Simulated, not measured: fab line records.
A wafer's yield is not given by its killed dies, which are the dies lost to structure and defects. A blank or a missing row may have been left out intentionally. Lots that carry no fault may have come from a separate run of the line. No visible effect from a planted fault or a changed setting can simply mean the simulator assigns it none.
Chamber matching | flow sky130 | SKY_VIA1_ETCH_14 on rie_diel-04: 4 sister chambers
The step etches BARC in N2/H2, stops on SiO2, time 45.9 s, target depth 60 nm. 8 wafers are shown with their chamber, then 11 later ones without.

## WAFERS PAIRED WITH THEIR CHAMBERS
wafer  | chamber | drypump_motor_current_A (A) | throttle_valve_pct (%)
L081.5 | 3       | 5.64                        | 13.226
L080.4 | 3       | 5.62                        | 13.215
L085.3 | 0       | 5.77                        | 13.227
L087.6 | 2       | 5.47                        | 13.224
L088.1 | 0       | 5.76                        | 13.236
L088.2 | 1       | 5.68                        | 13.230
L088.4 | 2       | 5.48                        | 13.224
L089.1 | 1       | 5.66                        | 13.234

## WAFERS WHOSE CHAMBER IS MISSING
wafer  | drypump_motor_current_A (A) | throttle_valve_pct (%)
L089.2 | 5.77                        | 13.214
L089.6 | 5.45                        | 13.226
L092.1 | 5.75                        | 13.253
L092.4 | 5.67                        | 13.224
L092.5 | 5.63                        | 13.233
L091.2 | 5.78                        | 13.219
L091.3 | 5.49                        | 13.228
L091.5 | 5.47                        | 13.237
L093.4 | 5.47                        | 13.228
L093.5 | 5.74                        | 13.238
L093.6 | 5.67                        | 13.226

## CHAMBER TAKEN BY EACH
wafer  | from the rows above     | in truth
L089.2 | 0                       | 0
L089.6 | 2                       | 2
L092.1 | 0                       | 0
L092.4 | 1                       | 1
L092.5 | can't be placed: 3 or 1 | 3
L091.2 | 0                       | 0
L091.3 | 2                       | 2
L091.5 | 2                       | 2
L093.4 | 2                       | 2
L093.5 | 0                       | 0
L093.6 | 1                       | 1
10 of 11 placed correctly. Unplaceable from these rows: 1, with the true chamber sitting among the candidates in 1. 0 placed wrongly.
How it was worked out, from the rows above alone: a wafer's distance from a chamber is the root of the sum, over the readings, of the square of ((its reading less the chamber's mean) divided by the reading's scatter). The wafer belongs to the nearest chamber; if the next one is less than 2 further off, it can't be placed. For every chamber, the mean is computed from those of its wafers that are shown. The scatter: the root of (the sum of the squares of (reading less its chamber's mean) over the shown wafers, divided by (wafers less chambers)).
